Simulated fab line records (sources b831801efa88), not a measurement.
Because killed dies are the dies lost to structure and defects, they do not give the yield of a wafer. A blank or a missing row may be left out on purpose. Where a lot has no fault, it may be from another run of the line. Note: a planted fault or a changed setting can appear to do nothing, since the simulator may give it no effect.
Struck lot and sound lot, side by side || flow gf180mcu || 30 steps out of a route of 602
Sound: these wafers, L723.2, L723.3, L723.6. Wafers L734.4, L734.5, L734.6 were the ones struck. The cause is given at the end.
At each step with rows: each side's tool, then ch and its chambers, then its first start. Under that, the readings that differ: sound wafers || struck wafers || difference of the means || sigmas: that difference in standard deviations of wafers without a fault.
alike: readings whose means differ by less than 2 such deviations, and words and numbers that are the same on both sides. not compared: withheld readings, readings that some wafer has no value for, bounds like >300 that may hide the same value, and numbers for which the record gives no deviation and whose values overlap.
A row with sigmas, a row that says differs or no value, or rows on one side alone: a step with any of these is where the two part. Numbers that don't overlap but have no deviation are shown without sigmas and don't part them. A reading that every wafer of one side lacks parts them only if that side has two wafers or more.

first, 3 steps without rows for these wafers: GF_PSD_EXPOSE_04 (exposes mask Pplus, target cd 400 nm); GF_PSD_PEB_05; GF_PSD_DEVELOP_06 (develop time 60 s).
GF_PSD_CD_MEAS_07 targets a cd of 400 nm.
  sound on cd-sem-02, day 15 15:48; struck on cd-sem-02, day 19 12:38
  alike: cd-nm
GF_PSD_OVL_MEAS_08:
  sound on overlay-02, day 15 15:55; struck on overlay-01, day 19 12:43
{"reading": "PSD_OVL (nm)", "sound": "2.5 3.5 3.2", "struck": "-1.3 -2.0 -1.6", "difference": -4.7, "sigmas": -3}
next, for these wafers, 1 step has no rows: GF_PSD_IMPLANT_09.
GF_PSD_STRIP_10: strips in O2/N2.
  sound on plasma-asher-03 ch 0,1, day 15 16:05; struck on plasma-asher-02 ch 0,1, day 19 12:55
  alike: drypump-motor-current-A, heater-power-w, oes-product-au, strip-time-to-endpoint-s
  not compared: rf-hours-counter-h
GF_PSD_TW_MEAS_11:
  sound on film-metro-02, day 15 16:12; struck on film-metro-04, day 19 13:01
  alike: PSD_TW
then, 1 step without rows for these wafers: GF_PSD_CLEAN_12 (cleans in SC1/SC2, time 150 s).
GF_PSD_RTA_13: time 20 s.
  sound on rtp-anneal-01 ch 0, day 15 16:19; struck on rtp-anneal-01 ch 0, day 19 13:08
  alike: lamp-power-pct, wafer_temp_C_max
GF_PSD_RS_MEAS_14: a four-point-probe measurement.
  sound on film-metro-01, day 15 16:24; struck on film-metro-04, day 19 13:14
  alike: NSD_RS
GF_PSD_RS_MEAS_15: a four-point-probe measurement.
  sound on film-metro-01, day 15 16:31; struck on film-metro-04, day 19 13:21
  alike: PSD_RS
GF_SAB_CVD_00: deposits SiO2 from TEOS, target thk 50 nm, time 4.9302 s.
  sound on pecvd-04 ch 0,1,2, day 15 16:37; struck on pecvd-04 ch 0,1,2, day 19 13:25
{"reading": "model.SiO2_of_SAB_CVD_00.thk-nm (nm)", "sound": "50.54 50.67 50.93", "struck": "43.75 44.75 44.74", "difference": -6.30, "sigmas": ""}
  alike: heater-power-w
GF_SAB_THK_MEAS_01:
  sound on film-metro-03, day 15 16:39; struck on film-metro-03, day 19 13:28
{"reading": "SAB_CVD_00_THK (nm)", "sound": "50.6 50.6 50.9", "struck": "43.8 44.8 44.8", "difference": -6.2, "sigmas": -8}
then, 7 steps without rows for these wafers: GF_SAB_DEHYDRATE_02 (time 60 s); GF_SAB_HMDS_03 (prime time 60 s); GF_SAB_COAT_04 (resist thk 1000 nm); GF_SAB_SOFTBAKE_05 (time 60 s); GF_SAB_EXPOSE_06 (exposes mask SAB, target cd 420 nm); GF_SAB_PEB_07; GF_SAB_DEVELOP_08 (develop time 60 s).
GF_SAB_CD_MEAS_09 targets a cd of 420 nm.
  sound on cd-sem-02, day 16 13:48; struck on cd-sem-02, day 20 13:50
  alike: cd-nm
GF_SAB_OVL_MEAS_10:
  sound on overlay-01, day 16 13:55; struck on overlay-01, day 20 13:55
  alike: SAB_OVL
GF_SAB_ETCH_11: etches SiO2 in C4F8/O2/Ar, target depth 55 nm, time 8.5 s.
  sound on rie-diel-01 ch 0,1, day 16 13:56; struck on rie-diel-04 ch 1,2, day 20 13:56
  alike: oes-product-au
  not compared: rf-hours-counter-h
then, 1 step without rows for these wafers: GF_SAB_WET_ETCH_12 (etches SiO2 in dHF, target depth 22 nm, time 440 s).
GF_SAB_STRIP_13: strips in O2/N2.
  sound on plasma-asher-02 ch 1, day 16 14:05; struck on plasma-asher-01 ch 0,1, day 20 14:07
  alike: drypump-motor-current-A, heater-power-w, oes-product-au, strip-time-to-endpoint-s
  not compared: rf-hours-counter-h
then, 1 step without rows for these wafers: GF_SALICIDE_CLEAN_00 (cleans in SC1/SC2, time 150 s).
GF_SALICIDE_WET_ETCH_01: etches SiO2 in dHF, target depth 5 nm, time 100 s.
  sound on wet-bench-03 ch 2, day 16 14:14; struck on wet-bench-04 ch 1, day 20 14:14
{"reading": "model.SiO2_of_SAB_CVD_00.thk-nm (nm)", "sound": "39.75 39.94 40.14", "struck": "33.08 34.1 34.06", "difference": -6.20, "sigmas": ""}
GF_SALICIDE_SPUTTER_02: material Co, target thk 10 nm, time 20 s.
  sound on pvd-sputter-03, day 16 14:17; struck on pvd-sputter-01, day 20 14:16
  alike: chamber-pressure-pa, throttle-valve-pct
-- the record jumps here: 13 days lie between the struck wafers' starts before and after (it left off in module SALICIDE and takes up again in module PASSIVATION, whose first step shown is number 602 of the route) --
GF_PASSIVATION_PROBE_99:
  rows exist in the record for the struck wafers here (prober-02, day 33 07:56), but not for the sound ones

== WHERE THEY PART ==
Last at GF_PASSIVATION_PROBE_99 as far as this record goes, first at GF_PSD_OVL_MEAS_08.

WHY: what had been put in by the simulator
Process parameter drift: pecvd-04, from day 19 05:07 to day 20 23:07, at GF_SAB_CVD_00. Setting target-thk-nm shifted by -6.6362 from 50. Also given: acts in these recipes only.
